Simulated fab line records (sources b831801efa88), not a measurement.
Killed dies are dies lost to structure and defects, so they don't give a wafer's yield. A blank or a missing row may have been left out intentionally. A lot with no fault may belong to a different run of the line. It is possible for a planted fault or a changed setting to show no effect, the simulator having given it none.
fab line records | flow sky130 | part 1 of 2: steps 1 to 26 of 38
record: lots: 5 wafers: 15 lastDay: 50
route steps=708 shown LDD_P@264 LDD_HVN@267 LDD_HVP@278 LDD_LDN@289
lots that met no fault: from a run of the same line without faults
startH: the number of hours between the record's first day and the start of the first shown wafer of the lot | waitH: time in hours since the lot's previous step | " the same as in the row above | L1.1+2: several wafers, shown together as one row | - no value present, or no start provided | * or withheld: withheld | < > ~ a bound
route shown NAME@n: a module of which the file shows steps, and the number in the route of the first | usual: average and standard deviation across the fault-free wafers | same: alike in all rows | chamber/n: place in a boat | sites: readings site by site | _std_site: their standard deviation | _edge_site: the outer-site mean with the inner-site mean subtracted | radiusMm: for every site, how far away it sits from the centre of the wafer | mask NAME#n: copy n | behind: the last tool/chamber to shape the wafer | hold: what put the lot on hold/how long, in hours/how the hold closed | device: names the non-switching transistor (n, p or np) | end of line: tests of these same wafers at the route's end | step lacking rows: just its recipe | killed: at the first sort, the dies lost to defects and structure; wafer yield is something else | map: the dies of a wafer, with x for killed, . for not killed, _ for no die there
set.NAME: the run value of the setting; set.NAME@STEP: its run value at that earlier step | model.NAME: the simulator's own value behind a step, which no gauge read
certain route steps with their lots: each step a table, each wafer a row
services: from which hour (startH, from the record's first day; less than 0 if before it) a tool's chamber was out of use, for how many hours, and why
== steps ==
step: SKY_LDD_P_IMPLANT_09
recipe: species: BF2 energyKev: 25 doseCm2: 1e+13 tiltDeg: withheld
same: implantIonAmu: 49
columns lot.wafer tool chamber startH waitH
L076.3+4+6 implanter-03 0 468.47 0.1
L075.3+5+6 implanter-02 0 473.18 0.1
L078.3+4+6 implanter-02 0 481.67 0.1
L083.3+4+5 implanter-03 0 522.37 0.1
L094.2+3+4 implanter-01 0 612.99 0.0
step: SKY_LDD_P_STRIP_10
recipe: chemistry: O2/N2 powerW: 1400 pressureMtorr: 1500 platenTempC: withheld o2FlowSccm: 3000 n2FlowSccm: 300 overashFraction: 0.5
usual: drypumpMotorCurrentA: 5.6/0.47 oesProductAu: 0.715/0.0042 stripTimeToEndpointS: 14.18/0.039
columns lot.wafer tool chamber startH waitH drypumpMotorCurrentA oesProductAu rfHoursCounterH stripTimeToEndpointS
L076.3 plasmaAsher-03 1 468.60 0.1 5.4 0.716 - 14.20
L076.4 " 0 " " 5.3 0.713 - 14.18
L076.6 " 1 " " 5.4 0.714 - 14.22
L075.3 plasmaAsher-02 1 473.31 0.1 6.1 0.719 - 14.15
L075.5 " 0 " " 5.7 0.707 - 14.21
L075.6 " 1 " " 6.1 0.711 - 14.17
L078.3 plasmaAsher-03 1 481.80 0.1 5.4 0.726 - 14.15
L078.4 " 0 " " 5.3 0.711 - 14.16
L078.6 " 1 " " 5.4 0.713 - 14.12
L083.3 plasmaAsher-04 1 522.50 0.1 4.8 0.717 - 14.18
L083.4 " 0 " " 6.2 0.708 - 14.22
L083.5 " 0 " " 6.2 0.715 - 14.21
L094.2 plasmaAsher-04 0 613.11 0.1 6.2 0.711 18 14.13
L094.3 " 0 " " 6.2 0.711 - 14.10
L094.4 " 1 " " 4.8 0.721 - 14.11
step: SKY_LDD_P_TW_MEAS_11
usual: LDD_P_TW: 638/8.7
columns lot.wafer tool chamber startH waitH LDD_P_TW
L076.3 filmMetro-04 - 468.69 0.1 632
L076.4 " - " " 629
L076.6 " - " " 631
L075.3 filmMetro-03 - 473.40 0.1 645
L075.5 " - " " 646
L075.6 " - " " 644
L078.3 filmMetro-03 - 481.89 0.1 648
L078.4 " - " " 642
L078.6 " - " " 645
L083.3 filmMetro-02 - 522.59 0.1 631
L083.4 " - " " 630
L083.5 " - " " 629
L094.2 filmMetro-03 - 613.22 0.1 645
L094.3 " - " " 646
L094.4 " - " " 648
step: SKY_LDD_HVN_DEHYDRATE_00
recipe: tempC: 200 timeS: 60
usual: exhaustPa: 44.9/1
columns lot.wafer tool chamber startH waitH exhaustPa
L076.3 lithoTrack-01 0 483.16 14.5 44.5
L076.4 " 0 " " 44.0
L076.6 " 0 " " 45.7
L075.3 lithoTrack-01 0 488.16 14.8 46.3
L075.5 " 0 " " 45.8
L075.6 " 0 " " 45.4
L078.3 lithoTrack-01 0 497.21 15.3 44.3
L078.4 " 0 " " 44.1
L078.6 " 0 " " 44.5
L083.3 lithoTrack-04 0 537.25 14.7 43.1
L083.4 " 0 " " 43.8
L083.5 " 0 " " 44.3
L094.2 lithoTrack-04 0 626.32 13.1 44.5
L094.3 " 0 " " 43.6
L094.4 " 0 " " 43.9
step: SKY_LDD_HVN_HMDS_01
recipe: primeTimeS: 60 primeTempC: 120
usual: exhaustPa: 44.9/0.96 primeTempC: 120.01/0.15
same: primeTimeS: 60
columns lot.wafer tool chamber startH waitH exhaustPa primeTempC
L076.3 lithoTrack-01 0 483.31 0.1 44.6 119.88
L076.4 " 0 " " 43.8 119.85
L076.6 " 0 " " 43.5 120.19
L075.3 lithoTrack-01 0 488.31 0.1 45.0 119.96
L075.5 " 0 " " 45.1 119.99
L075.6 " 0 " " 46.1 120.06
L078.3 lithoTrack-01 0 497.36 0.1 45.9 120.21
L078.4 " 0 " " 44.6 120.14
L078.6 " 0 " " 45.9 120.14
L083.3 lithoTrack-04 0 537.40 0.1 45.3 119.70
L083.4 " 0 " " 45.4 119.88
L083.5 " 0 " " 46.2 119.94
L094.2 lithoTrack-04 0 626.47 0.1 46.2 120.13
L094.3 " 0 " " 43.6 120.15
L094.4 " 0 " " 44.3 120.33
step: SKY_LDD_HVN_COAT_02
recipe: resist: NOVOLAK spinRpm: 3000 resistThkNm: 300
usual: exhaustPa: 45.0/0.87
columns lot.wafer tool chamber startH waitH exhaustPa
L076.3 lithoTrack-01 0 483.46 0.1 45.4
L076.4 " 0 " " 45.2
L076.6 " 0 " " 44.7
L075.3 lithoTrack-01 0 488.46 0.1 45.9
L075.5 " 0 " " 44.5
L075.6 " 0 " " 46.7
L078.3 lithoTrack-01 0 497.51 0.1 44.8
L078.4 " 0 " " 45.9
L078.6 " 0 " " 45.9
L083.3 lithoTrack-04 0 537.55 0.1 44.2
L083.4 " 0 " " 45.2
L083.5 " 0 " " 45.5
L094.2 lithoTrack-04 0 626.62 0.1 45.0
L094.3 " 0 " " 45.6
L094.4 " 0 " " 44.7
step: SKY_LDD_HVN_SOFTBAKE_03
recipe: tempC: 90 timeS: 60 resist: NOVOLAK
usual: exhaustPa: 45.1/0.86
columns lot.wafer tool chamber startH waitH exhaustPa
L076.3 lithoTrack-01 0 483.61 0.1 47.1
L076.4 " 0 " " 45.1
L076.6 " 0 " " 45.5
L075.3 lithoTrack-01 0 488.61 0.1 45.1
L075.5 " 0 " " 46.0
L075.6 " 0 " " 45.2
L078.3 lithoTrack-01 0 497.66 0.1 43.7
L078.4 " 0 " " 45.6
L078.6 " 0 " " 46.2
L083.3 lithoTrack-04 0 537.70 0.1 43.1
L083.4 " 0 " " 43.6
L083.5 " 0 " " 43.0
L094.2 lithoTrack-04 0 626.77 0.1 44.5
L094.3 " 0 " " 45.0
L094.4 " 0 " " 45.3
step: SKY_LDD_HVN_EXPOSE_04
recipe: maskId: HVNTM na: 0.6 sourceShape: conventional sigmaOuter: 0.6 polarization: unpolarized targetCdNm: 700 doseMj: 127
columns lot.wafer tool chamber startH waitH mask
L076.3+4+6 ilineStepper-01 0 - - HVNTM#0
L075.3+5+6 ilineStepper-01 0 - - HVNTM#0
L078.3+4+6 ilineStepper-01 0 - - HVNTM#0
L083.3+4+5 ilineStepper-02 0 - - HVNTM#0
L094.2+3+4 ilineStepper-01 0 - - HVNTM#0
step: SKY_LDD_HVN_PEB_05
recipe: tempC: withheld timeS: * resist: NOVOLAK
usual: exhaustPa: 44.9/0.93
columns lot.wafer tool chamber startH waitH exhaustPa
L076.3 lithoTrack-01 0 - - 44.2
L076.4 " 0 " " 45.7
L076.6 " 0 " " 45.2
L075.3 lithoTrack-01 0 - - 45.4
L075.5 " 0 " " 45.5
L075.6 " 0 " " 44.5
L078.3 lithoTrack-03 0 - - 46.5
L078.4 " 0 " " 45.4
L078.6 " 0 " " 46.7
L083.3 lithoTrack-04 0 - - 47.6
L083.4 " 0 " " 45.7
L083.5 " 0 " " 46.4
L094.2 lithoTrack-01 0 - - 45.5
L094.3 " 0 " " 46.3
L094.4 " 0 " " 43.8
step: SKY_LDD_HVN_DEVELOP_06
recipe: resist: NOVOLAK developer: TMAH developTimeS: 60 devTempC: 23
usual: exhaustPa: 45.0/0.69
columns lot.wafer tool chamber startH waitH exhaustPa
L076.3 lithoTrack-01 0 499.36 0.1 44.6
L076.4 " 0 " " 45.1
L076.6 " 0 " " 45.9
L075.3 lithoTrack-01 0 504.21 0.1 46.2
L075.5 " 0 " " 46.2
L075.6 " 0 " " 45.7
L078.3 lithoTrack-03 0 512.48 0.1 44.1
L078.4 " 0 " " 44.3
L078.6 " 0 " " 45.5
L083.3 lithoTrack-04 0 552.05 0.1 44.9
L083.4 " 0 " " 45.6
L083.5 " 0 " " 44.8
L094.2 lithoTrack-01 0 641.08 0.1 44.0
L094.3 " 0 " " 44.3
L094.4 " 0 " " 44.2
step: SKY_LDD_HVN_OVL_MEAS_07
usual: LDD_HVN_OVL: 0.9/1.4
columns lot.wafer tool chamber startH waitH LDD_HVN_OVL[nm]
L076.3 overlay-02 - 499.47 0.1 1.1
L076.4 " - " " 2.2
L076.6 " - " " 1.6
L075.3 overlay-01 - 504.32 0.1 1.3
L075.5 " - " " 2.1
L075.6 " - " " -1.4
L078.3 overlay-01 - 512.59 0.1 0.8
L078.4 " - " " 1.6
L078.6 " - " " 1.3
L083.3 overlay-02 - 552.16 0.1 3.6
L083.4 " - " " 0.6
L083.5 " - " " 2.0
L094.2 overlay-02 - 641.22 0.1 -1.2
L094.3 " - " " -1.2
L094.4 " - " " -0.4
step: SKY_LDD_HVN_IMPLANT_08
recipe: species: P energyKev: 60 doseCm2: 3e+13 tiltDeg: 40
same: implantIonAmu: 31
columns lot.wafer tool chamber startH waitH
L076.3+4+6 implanter-04 0 499.55 0.1
L075.3+5+6 implanter-04 0 504.40 0.1
L078.3+4+6 implanter-04 0 512.66 0.1
L083.3+4+5 implanter-03 0 552.23 0.1
L094.2+3+4 implanter-04 0 641.27 0.0
step: SKY_LDD_HVN_STRIP_09
recipe: chemistry: O2/N2 powerW: 1400 pressureMtorr: 1500 platenTempC: withheld o2FlowSccm: 3000 n2FlowSccm: 300 overashFraction: 0.5
usual: drypumpMotorCurrentA: 5.79/0.3 oesProductAu: 0.408/0.0042 stripTimeToEndpointS: 4.133/0.017
columns lot.wafer tool chamber startH waitH drypumpMotorCurrentA oesProductAu rfHoursCounterH stripTimeToEndpointS
L076.3 plasmaAsher-02 1 499.68 0.1 6.07 0.408 - 4.150
L076.4 " 0 " " 5.74 0.404 - 4.147
L076.6 " 1 " " 6.07 0.412 - 4.145
L075.3 plasmaAsher-01 0 504.53 0.1 6.17 0.416 - 4.152
L075.5 " 0 " " 6.13 0.403 - 4.122
L075.6 " 1 " " 5.61 0.413 - 4.135
L078.3 plasmaAsher-03 1 512.79 0.1 5.43 0.410 - 4.132
L078.4 " 0 " " 5.30 0.409 - 4.142
L078.6 " 1 " " 5.43 0.419 - 4.120
L083.3 plasmaAsher-03 1 552.37 0.1 5.43 0.407 - 4.093
L083.4 " 0 " " 5.28 0.410 - 4.096
L083.5 " 1 " " 5.43 0.411 - 4.111
L094.2 plasmaAsher-01 0 641.40 0.1 6.14 0.402 85 4.137
L094.3 " 0 " " 6.15 0.404 - 4.132
L094.4 " 1 " " 5.66 0.412 - 4.113
step: SKY_LDD_HVN_TW_MEAS_10
usual: LDD_HVN_TW: 1434/16
columns lot.wafer tool chamber startH waitH LDD_HVN_TW
L076.3 filmMetro-01 - 499.77 0.1 1429
L076.4 " - " " 1435
L076.6 " - " " 1426
L075.3 filmMetro-03 - 504.62 0.1 1461
L075.5 " - " " 1457
L075.6 " - " " 1456
L078.3 filmMetro-04 - 512.88 0.1 1420
L078.4 " - " " 1426
L078.6 " - " " 1419
L083.3 filmMetro-01 - 552.46 0.1 1433
L083.4 " - " " 1441
L083.5 " - " " 1437
L094.2 filmMetro-03 - 641.51 0.1 1455
L094.3 " - " " 1455
L094.4 " - " " 1453
step: SKY_LDD_HVP_DEHYDRATE_00
recipe: tempC: 200 timeS: 60
usual: exhaustPa: 45.1/0.91
columns lot.wafer tool chamber startH waitH exhaustPa
L076.3 lithoTrack-04 0 514.40 14.6 44.9
L076.4 " 0 " " 44.1
L076.6 " 0 " " 45.6
L075.3 lithoTrack-03 0 518.68 14.0 46.5
L075.5 " 0 " " 45.8
L075.6 " 0 " " 45.1
L078.3 lithoTrack-03 0 527.63 14.7 45.4
L078.4 " 0 " " 45.6
L078.6 " 0 " " 46.5
L083.3 lithoTrack-02 0 566.36 13.9 45.4
L083.4 " 0 " " 46.4
L083.5 " 0 " " 45.6
L094.2 lithoTrack-04 0 654.72 13.2 45.5
L094.3 " 0 " " 44.4
L094.4 " 0 " " 45.7
step: SKY_LDD_HVP_HMDS_01
recipe: primeTimeS: 60 primeTempC: 120
usual: exhaustPa: 44.9/0.96 primeTempC: 120.03/0.13
same: primeTimeS: 60
columns lot.wafer tool chamber startH waitH exhaustPa primeTempC
L076.3 lithoTrack-04 0 514.55 0.1 44.8 119.71
L076.4 " 0 " " 45.5 120.13
L076.6 " 0 " " 45.8 120.04
L075.3 lithoTrack-03 0 518.83 0.1 45.6 120.22
L075.5 " 0 " " 43.5 120.15
L075.6 " 0 " " 42.3 120.22
L078.3 lithoTrack-03 0 527.78 0.1 45.3 120.16
L078.4 " 0 " " 44.6 120.09
L078.6 " 0 " " 44.3 120.25
L083.3 lithoTrack-02 0 566.51 0.1 44.9 119.96
L083.4 " 0 " " 44.1 120.23
L083.5 " 0 " " 46.4 120.00
L094.2 lithoTrack-04 0 654.87 0.1 45.7 119.55
L094.3 " 0 " " 46.1 119.75
L094.4 " 0 " " 45.7 119.85
step: SKY_LDD_HVP_COAT_02
recipe: resist: NOVOLAK spinRpm: 3000 resistThkNm: 300
usual: exhaustPa: 45.1/0.79
columns lot.wafer tool chamber startH waitH exhaustPa
L076.3 lithoTrack-04 0 514.70 0.1 45.2
L076.4 " 0 " " 44.9
L076.6 " 0 " " 44.8
L075.3 lithoTrack-03 0 518.98 0.1 44.3
L075.5 " 0 " " 46.4
L075.6 " 0 " " 44.9
L078.3 lithoTrack-03 0 527.93 0.1 46.0
L078.4 " 0 " " 45.3
L078.6 " 0 " " 46.7
L083.3 lithoTrack-02 0 566.66 0.1 43.8
L083.4 " 0 " " 45.6
L083.5 " 0 " " 45.2
L094.2 lithoTrack-04 0 655.02 0.1 44.9
L094.3 " 0 " " 47.2
L094.4 " 0 " " 46.1
step: SKY_LDD_HVP_SOFTBAKE_03
recipe: tempC: 90 timeS: 60 resist: NOVOLAK
usual: exhaustPa: 45.2/0.78
columns lot.wafer tool chamber startH waitH exhaustPa
L076.3 lithoTrack-04 0 514.85 0.1 45.0
L076.4 " 0 " " 45.7
L076.6 " 0 " " 44.7
L075.3 lithoTrack-03 0 519.13 0.1 45.0
L075.5 " 0 " " 45.2
L075.6 " 0 " " 45.4
L078.3 lithoTrack-03 0 528.08 0.1 45.2
L078.4 " 0 " " 45.2
L078.6 " 0 " " 44.5
L083.3 lithoTrack-02 0 566.81 0.1 44.6
L083.4 " 0 " " 45.5
L083.5 " 0 " " 44.4
L094.2 lithoTrack-04 0 655.17 0.1 45.8
L094.3 " 0 " " 45.1
L094.4 " 0 " " 46.0
step: SKY_LDD_HVP_EXPOSE_04
recipe: maskId: HVPTM na: 0.6 sourceShape: conventional sigmaOuter: 0.6 polarization: unpolarized targetCdNm: 700 doseMj: 86
columns lot.wafer tool chamber startH waitH mask
L076.3+4+6 ilineStepper-01 0 - - HVPTM#0
L075.3+5+6 ilineStepper-02 0 - - HVPTM#0
L078.3+4+6 ilineStepper-01 0 - - HVPTM#0
L083.3+4+5 ilineStepper-01 0 - - HVPTM#0
L094.2+3+4 ilineStepper-02 0 - - HVPTM#0
step: SKY_LDD_HVP_PEB_05
recipe: tempC: withheld timeS: * resist: NOVOLAK
usual: exhaustPa: 45.1/0.94
columns lot.wafer tool chamber startH waitH exhaustPa
L076.3 lithoTrack-02 0 - - 45.0
L076.4 " 0 " " 44.2
L076.6 " 0 " " 46.2
L075.3 lithoTrack-04 0 - - 44.9
L075.5 " 0 " " 44.0
L075.6 " 0 " " 44.7
L078.3 lithoTrack-03 0 - - 44.7
L078.4 " 0 " " 46.6
L078.6 " 0 " " 47.1
L083.3 lithoTrack-02 0 - - 46.7
L083.4 " 0 " " 46.1
L083.5 " 0 " " 45.6
L094.2 lithoTrack-03 0 - - 45.1
L094.3 " 0 " " 46.3
L094.4 " 0 " " 44.7
step: SKY_LDD_HVP_DEVELOP_06
recipe: resist: NOVOLAK developer: TMAH developTimeS: 60 devTempC: 23
usual: exhaustPa: 45.0/0.92
columns lot.wafer tool chamber startH waitH exhaustPa
L076.3 lithoTrack-02 0 529.96 0.1 44.4
L076.4 " 0 " " 44.3
L076.6 " 0 " " 44.6
L075.3 lithoTrack-04 0 535.00 0.1 44.5
L075.5 " 0 " " 44.4
L075.6 " 0 " " 45.4
L078.3 lithoTrack-03 0 543.33 0.1 43.7
L078.4 " 0 " " 45.8
L078.6 " 0 " " 44.8
L083.3 lithoTrack-02 0 580.61 0.1 43.1
L083.4 " 0 " " 44.6
L083.5 " 0 " " 44.6
L094.2 lithoTrack-03 0 668.95 0.1 44.9
L094.3 " 0 " " 45.1
L094.4 " 0 " " 46.5
step: SKY_LDD_HVP_OVL_MEAS_07
usual: LDD_HVP_OVL: -0.7/1.4
columns lot.wafer tool chamber startH waitH LDD_HVP_OVL[nm]
L076.3 overlay-01 - 530.07 0.1 -0.3
L076.4 " - " " 1.1
L076.6 " - " " -0.7
L075.3 overlay-01 - 535.11 0.1 -0.2
L075.5 " - " " 0.7
L075.6 " - " " 0.7
L078.3 overlay-02 - 543.44 0.1 -3.1
L078.4 " - " " -3.1
L078.6 " - " " -0.3
L083.3 overlay-01 - 580.72 0.1 -1.1
L083.4 " - " " -0.7
L083.5 " - " " 1.2
L094.2 overlay-01 - 669.08 0.1 -1.5
L094.3 " - " " -1.3
L094.4 " - " " -2.0
step: SKY_LDD_HVP_IMPLANT_08
recipe: species: B energyKev: 20.17 doseCm2: 1.7e+13 tiltDeg: 17.9
same: implantIonAmu: 11
columns lot.wafer tool chamber startH waitH
L076.3+4+6 implanter-04 0 530.14 0.1
L075.3+5+6 implanter-01 0 535.19 0.1
L078.3+4+6 implanter-04 0 543.51 0.1
L083.3+4+5 implanter-01 0 580.79 0.1
L094.2+3+4 implanter-02 0 669.14 0.0
step: SKY_LDD_HVP_STRIP_09
recipe: chemistry: O2/N2 powerW: 1400 pressureMtorr: 1500 platenTempC: withheld o2FlowSccm: 3000 n2FlowSccm: 300 overashFraction: 0.5
usual: drypumpMotorCurrentA: 5.8/0.48 oesProductAu: 0.407/0.0039 stripTimeToEndpointS: 4.132/0.015
columns lot.wafer tool chamber startH waitH drypumpMotorCurrentA oesProductAu rfHoursCounterH stripTimeToEndpointS
L076.3 plasmaAsher-01 1 530.27 0.1 5.6 0.408 - 4.118
L076.4 " 0 " " 6.2 0.404 - 4.122
L076.6 " 0 " " 6.2 0.409 - 4.112
L075.3 plasmaAsher-04 1 535.32 0.1 4.9 0.417 - 4.150
L075.5 " 1 " " 4.8 0.407 - 4.145
L075.6 " 0 " " 6.2 0.403 - 4.123
L078.3 plasmaAsher-04 0 543.64 0.1 6.2 0.409 - 4.176
L078.4 " 1 " " 4.8 0.409 - 4.163
L078.6 " 0 " " 6.2 0.414 - 4.150
L083.3 plasmaAsher-04 0 580.92 0.1 6.2 0.404 - 4.117
L083.4 " 1 " " 4.8 0.408 - 4.119
L083.5 " 1 " " 4.8 0.401 - 4.128
L094.2 plasmaAsher-02 0 669.26 0.1 5.7 0.408 95 4.100
L094.3 " 0 " " 5.7 0.408 - 4.133
L094.4 " 1 " " 6.1 0.401 - 4.132
step: SKY_LDD_HVP_TW_MEAS_10
usual: LDD_HVP_TW: 452.3/3
columns lot.wafer tool chamber startH waitH LDD_HVP_TW
L076.3 filmMetro-04 - 530.36 0.1 450.3
L076.4 " - " " 450.7
L076.6 " - " " 451.1
L075.3 filmMetro-04 - 535.41 0.1 449.9
L075.5 " - " " 449.6
L075.6 " - " " 450.3
L078.3 filmMetro-04 - 543.73 0.1 446.5
L078.4 " - " " 449.3
L078.6 " - " " 449.3
L083.3 filmMetro-04 - 581.01 0.1 451.1
L083.4 " - " " 452.4
L083.5 " - " " 450.4
L094.2 filmMetro-02 - 669.37 0.1 451.1
L094.3 " - " " 449.1
L094.4 " - " " 450.6
step: SKY_LDD_LDN_DEHYDRATE_00
recipe: tempC: 200 timeS: 60
usual: exhaustPa: 45.2/0.89
columns lot.wafer tool chamber startH waitH exhaustPa
L076.3 lithoTrack-04 0 545.10 14.7 45.8
L076.4 " 0 " " 45.3
L076.6 " 0 " " 46.6
L075.3 lithoTrack-01 0 549.51 14.1 44.7
L075.5 " 0 " " 43.5
L075.6 " 0 " " 44.4
L078.3 lithoTrack-04 0 557.55 13.8 43.4
L078.4 " 0 " " 42.6
L078.6 " 0 " " 42.8
L083.3 lithoTrack-01 0 594.31 13.3 45.5
L083.4 " 0 " " 46.9
L083.5 " 0 " " 46.5
L094.2 lithoTrack-01 0 683.58 14.2 45.5
L094.3 " 0 " " 46.1
L094.4 " 0 " " 45.1
